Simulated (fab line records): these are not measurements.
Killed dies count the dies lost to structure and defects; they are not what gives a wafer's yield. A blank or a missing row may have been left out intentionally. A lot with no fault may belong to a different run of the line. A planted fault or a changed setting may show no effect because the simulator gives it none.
Which tool did it? -- flow sky130 -- 72 wafers from 24 lots sampled at 6 of the route's 708 steps

## WHAT EACH GAUGE READ, for each wafer
SKY_FIELD_ISO_BOW_MEAS_00. Usual: INCOMING_BOW gives -1 um (standard deviation 6.3).
lot,measured,on,INCOMING_BOW (um),flag
L074,day 1 10:00,filmMetro-03,-1 2 10,
L075,day 1 15:00,filmMetro-04,-6 7 -5,
L076,day 1 20:00,filmMetro-01,-4 -4 1,
L077,day 2 01:04,filmMetro-01,4 -1 3,
L078,day 2 06:00,filmMetro-03,-8 0 11,
L079,day 2 11:02,filmMetro-01,0 3 -2,
L080,day 2 16:01,filmMetro-01,2 -12 -3,
L081,day 2 21:00,filmMetro-04,1 -7 -1,
L082,day 3 02:01,filmMetro-04,-13 4 -1,
L083,day 3 07:01,filmMetro-04,-8 -7 3,
L084,day 3 12:00,filmMetro-01,2 -5 5,
L085,day 3 17:02,filmMetro-01,-3 -3 -3,
L086,day 3 22:02,filmMetro-04,1 5 8,
L087,day 4 03:02,filmMetro-04,-5 -7 -6,
L088,day 4 08:02,filmMetro-04,-8 2 1,
L089,day 4 13:00,filmMetro-01,7 -4 -11,
L090,day 4 18:02,filmMetro-01,7 6 -5,
L091,day 4 23:00,filmMetro-03,-7 0 15,
L092,day 5 04:00,filmMetro-01,-10 15 -6,
L093,day 5 09:01,filmMetro-01,0 3 1,
L094,day 5 14:01,filmMetro-04,6 1 4,
L095,day 5 19:00,filmMetro-01,7 -6 3,
L096,day 6 00:00,filmMetro-01,3 2 -2,
L097,day 6 05:00,filmMetro-01,6 3 5,

SKY_CONTACT_THK_MEAS_01. Usual: CONTACT_CVD_00_THK gives 74.4 nm (standard deviation 1).
lot,measured,on,CONTACT_CVD_00_THK (nm),flag
L074,day 31 05:38,filmMetro-01,72.4 73.9 74.7,
L075,day 32 07:23,filmMetro-04,73.9 75.9 74.1,
L076,day 32 04:12,filmMetro-04,74.3 73.5 74.4,
L077,day 32 05:26,filmMetro-04,75.1 75.3 75.3,
L078,day 32 22:55,filmMetro-03,73.5 73.7 74.8,
L079,day 33 01:07,filmMetro-03,72.8 73.9 75.0,
L080,day 33 11:38,filmMetro-03,73.6 77.5 74.9,
L081,day 33 09:41,filmMetro-04,73.8 72.9 73.2,
L082,day 34 05:01,filmMetro-01,74.0 74.4 74.2,
L083,day 34 09:02,filmMetro-04,73.0 75.2 74.3,
L084,day 34 12:59,filmMetro-03,76.5 77.1 75.8,
L085,day 34 21:26,filmMetro-01,75.1 75.4 75.3,
L086,day 35 14:54,filmMetro-01,74.0 76.5 74.3,
L087,day 35 11:43,filmMetro-03,73.0 74.3 74.4,
L088,day 35 17:35,filmMetro-04,74.4 75.4 75.9,
L089,day 36 07:55,filmMetro-03,71.9 72.4 74.6,
L090,day 36 09:34,filmMetro-01,73.5 73.8 75.2,
L091,day 36 11:16,filmMetro-04,74.4 73.3 74.6,
L092,day 36 19:43,filmMetro-03,74.9 76.4 74.9,
L093,day 36 21:13,filmMetro-04,73.1 73.9 75.5,
L094,day 37 14:11,filmMetro-04,75.6 76.4 73.9,
L095,day 37 19:48,filmMetro-03,72.8 74.0 74.4,
L096,day 37 22:44,filmMetro-03,75.0 75.6 76.1,
L097,day 38 13:17,filmMetro-03,73.7 73.5 74.6,

SKY_VIA4_BOW_MEAS_03. Usual: VIA4_BOW gives 79 um (standard deviation 9.3).
lot,measured,on,VIA4_BOW (um),flag
L074,day 42 19:51,filmMetro-03,90 92 99,
L075,day 43 18:19,filmMetro-03,63 80 65,
L076,day 43 13:07,filmMetro-03,84 84 88,
L077,day 43 16:28,filmMetro-03,83 80 83,
L078,day 44 08:26,filmMetro-04,62 69 80,
L079,day 44 09:11,filmMetro-01,69 74 71,
L080,day 44 18:18,filmMetro-03,73 58 67,
L081,day 44 16:35,filmMetro-01,90 83 91,
L082,day 45 08:17,filmMetro-03,70 85 83,
L083,day 45 08:56,filmMetro-01,77 78 88,
L084,day 45 11:50,filmMetro-01,76 68 78,
L085,day 45 21:08,filmMetro-01,76 75 75,
L086,day 46 11:01,filmMetro-01,84 87 92,
L087,day 46 08:56,filmMetro-03,82 79 80,
L088,day 46 15:01,filmMetro-03,65 76 72,
L089,day 47 00:40,filmMetro-03,90 79 72,
L090,day 47 02:29,filmMetro-04,89 86 76,
L091,day 47 04:31,filmMetro-03,63 68 82,
L092,day 47 08:08,filmMetro-01,68 94 74,
L093,day 47 10:41,filmMetro-03,86 91 87,
L094,day 48 02:04,filmMetro-03,86 81 84,
L095,day 48 03:58,filmMetro-03,95 83 93,
L096,day 48 06:57,filmMetro-01,90 88 84,
L097,day 48 17:21,filmMetro-04,92 89 88,

SKY_PAD_OPEN_BOW_MEAS_13. Usual: PAD_OPEN_BOW gives 47 um (standard deviation 9.3).
lot,measured,on,PAD_OPEN_BOW (um),flag
L074,day 46 19:40,filmMetro-04,59 60 68,
L075,day 47 15:06,filmMetro-03,30 46 31,
L076,day 47 10:31,filmMetro-03,46 48 50,
L077,day 47 12:45,filmMetro-02,47 44 47,
L078,day 48 03:28,filmMetro-04,26 33 45,
L079,day 48 05:01,filmMetro-03,40 46 43,
L080,day 48 12:24,filmMetro-02,42 30 36,
L081,day 48 10:05,filmMetro-02,57 50 56,
L082,day 48 23:56,filmMetro-02,36 50 48,
L083,day 49 00:39,filmMetro-02,45 46 56,
L084,day 49 03:34,filmMetro-02,39 30 41,
L085,day 49 12:22,filmMetro-02,40 42 38,
L086,day 49 22:29,filmMetro-03,51 54 58,
L087,day 49 21:18,filmMetro-03,47 45 43,
L088,day 50 02:09,filmMetro-04,38 48 46,
L089,day 50 10:43,filmMetro-03,52 43 36,
L090,day 50 12:22,filmMetro-04,57 56 44,
L091,day 50 13:47,filmMetro-03,32 38 52,
L092,day 50 15:59,filmMetro-04,36 63 41,
L093,day 50 18:16,filmMetro-03,57 59 56,
L094,day 51 06:26,filmMetro-03,54 50 52,
L095,day 51 07:59,filmMetro-02,63 51 59,
L096,day 51 09:11,filmMetro-04,56 56 51,
L097,day 51 18:44,filmMetro-03,60 56 57,

## EACH LOT AND THE TOOL THAT RAN IT (in order: tool; ch and the chambers of the sampled wafers; start)
lot,SKY_METAL3_SPUTTER_00,SKY_METAL4_ETCH_16
L074,"pvdSputter-02, day 37 06:39","rieMetal-01 ch 0,1, day 42 18:18"
L075,"pvdSputter-01, day 38 07:26","rieMetal-01 ch 0, day 43 16:45"
L076,"pvdSputter-01, day 38 03:22","rieMetal-01 ch 0, day 43 11:33"
L077,"pvdSputter-03, day 38 06:07","rieMetal-04 ch 0,1, day 43 14:56"
L078,"pvdSputter-02, day 38 21:43","rieMetal-04 ch 0,1, day 44 06:58"
L079,"pvdSputter-02, day 39 00:48","rieMetal-02 ch 0,1, day 44 07:42"
L080,"pvdSputter-01, day 39 09:47","rieMetal-01 ch 0,1, day 44 16:49"
L081,"pvdSputter-01, day 39 07:58","rieMetal-01 ch 0,1, day 44 15:09"
L082,"pvdSputter-01, day 40 01:31","rieMetal-02 ch 0,1, day 45 06:51"
L083,"pvdSputter-02, day 40 05:35","rieMetal-04 ch 0,1, day 45 07:30"
L084,"pvdSputter-03, day 40 08:47","rieMetal-04 ch 0,1, day 45 10:22"
L085,"pvdSputter-01, day 40 17:38","rieMetal-01 ch 1, day 45 19:40"
L086,"pvdSputter-03, day 41 09:50","rieMetal-04 ch 0,1, day 46 09:31"
L087,"pvdSputter-03, day 41 06:49","rieMetal-02 ch 0,1, day 46 07:26"
L088,"pvdSputter-02, day 41 11:21","rieMetal-02 ch 0,1, day 46 13:11"
L089,"pvdSputter-02, day 41 23:35","rieMetal-04 ch 0,1, day 46 23:12"
L090,"pvdSputter-03, day 42 02:22","rieMetal-04 ch 0,1, day 47 01:00"
L091,"pvdSputter-03, day 42 04:51","rieMetal-02 ch 0,1, day 47 03:03"
L092,"pvdSputter-01, day 42 11:23","rieMetal-04 ch 0,1, day 47 06:37"
L093,"pvdSputter-03, day 42 11:36","rieMetal-04 ch 0,1, day 47 09:10"
L094,"pvdSputter-02, day 43 04:33","rieMetal-02 ch 0,1, day 48 00:34"
L095,"pvdSputter-02, day 43 08:29","rieMetal-04 ch 1, day 48 02:33"
L096,"pvdSputter-02, day 43 11:07","rieMetal-01 ch 0,1, day 48 05:30"
L097,"pvdSputter-02, day 44 00:11","rieMetal-02 ch 0,1, day 48 15:55"
- SKY_METAL3_SPUTTER_00: material Ti, target thk 15 nm, time 10 s.
- SKY_METAL4_ETCH_16: etches BARC in N2/H2, stops on SiO2, time 88.2 s, target depth 60 nm.

## AS READ BY THE TOOLS THEMSELVES (means over the sampled wafers that have a number; for cases with no such wafer, the mark the record gives instead)
SKY_METAL3_SPUTTER_00. Usual: cathodeDcPowerW 3000.0 W, standard deviation 0.55; throttleValvePct 30.2 %, standard deviation 1.1.
lot,tool,cathodeDcPowerW (W),throttleValvePct (%),flag
L074,pvdSputter-02,3000.2,30.7,
L075,pvdSputter-01,2999.9,30.2,
L076,pvdSputter-01,2999.9,30.8,
L077,pvdSputter-03,3000.3,29.4,
L078,pvdSputter-02,2999.8,30.4,
L079,pvdSputter-02,2999.5,29.5,
L080,pvdSputter-01,3000.0,30.1,
L081,pvdSputter-01,2999.5,30.7,
L082,pvdSputter-01,2999.6,30.5,
L083,pvdSputter-02,2999.9,31.5,
L084,pvdSputter-03,2999.9,29.5,
L085,pvdSputter-01,3000.0,30.7,
L086,pvdSputter-03,2999.7,29.7,
L087,pvdSputter-03,2999.9,29.8,
L088,pvdSputter-02,3000.6,30.7,
L089,pvdSputter-02,2999.8,29.9,
L090,pvdSputter-03,2999.8,29.0,
L091,pvdSputter-03,3000.6,29.4,
L092,pvdSputter-01,2999.8,30.8,
L093,pvdSputter-03,3000.7,29.3,
L094,pvdSputter-02,2999.7,29.8,
L095,pvdSputter-02,3000.5,30.4,
L096,pvdSputter-02,2999.9,30.5,
L097,pvdSputter-02,2999.7,30.0,

SKY_METAL4_ETCH_16. Usual: drypumpMotorCurrentA 5.52 A, standard deviation 0.29; h2FlowSccm 199.9 sccm, standard deviation 0.62; heBacksideLeakSccm 3.3 sccm, standard deviation 0.32; oesProductAu 0.625 a.u., standard deviation 0.0048; throttleValvePct 13.203 %, standard deviation 0.009.
lot,tool,drypumpMotorCurrentA (A),h2FlowSccm (sccm),heBacksideLeakSccm (sccm),oesProductAu (a.u.),throttleValvePct (%),flag
L074,rieMetal-01,5.59,199.6,3.2,0.620,13.190,
L075,rieMetal-01,5.74,199.8,3.0,0.622,13.199,
L076,rieMetal-01,5.76,199.9,3.2,0.629,13.203,
L077,rieMetal-04,5.42,200.3,3.2,0.626,13.200,
L078,rieMetal-04,5.40,200.4,3.2,0.627,13.200,
L079,rieMetal-02,5.57,200.4,3.4,0.625,13.200,
L080,rieMetal-01,5.42,200.2,3.2,0.629,13.201,
L081,rieMetal-01,5.43,200.7,3.2,0.626,13.203,
L082,rieMetal-02,5.58,200.4,3.5,0.628,13.200,
L083,rieMetal-04,5.40,199.5,3.1,0.620,13.198,
L084,rieMetal-04,5.41,200.1,3.2,0.622,13.211,
L085,rieMetal-01,5.27,199.6,3.4,0.625,13.202,
L086,rieMetal-04,5.40,199.7,3.1,0.630,13.203,
L087,rieMetal-02,5.56,200.7,3.5,0.629,13.201,
L088,rieMetal-02,5.56,199.3,3.6,0.628,13.209,
L089,rieMetal-04,5.42,200.3,3.2,0.622,13.201,
L090,rieMetal-04,5.37,199.5,3.2,0.626,13.208,
L091,rieMetal-02,5.55,199.5,3.5,0.623,13.202,
L092,rieMetal-04,5.41,199.7,3.2,0.625,13.201,
L093,rieMetal-04,5.40,199.3,3.2,0.628,13.208,
L094,rieMetal-02,5.56,200.1,3.5,0.622,13.198,
L095,rieMetal-04,5.86,199.6,3.0,0.619,13.199,
L096,rieMetal-01,5.57,199.7,3.2,0.624,13.201,
L097,rieMetal-02,5.38,199.9,3.5,0.626,13.198,

## THE ANSWER, worked out from the rows above alone
Rule: lot off if the mean of its wafers having a number is beyond 3 standard deviations from the usual mean. A lot without any number at a reading at which 4 lots or more have one is off too. Any other lot the step has rows for is counted as sound. The gauges are gone through in route order, then the tools' own readings, and for those a lot's mean is taken as printed above. The first step at which some lot is off is used, and at that step the reading that is off furthest; a lot without a number counts as furthest.
No lot is off at any reading shown: from this, nothing can be told.

## WHAT THE SIMULATOR HAD INSERTED
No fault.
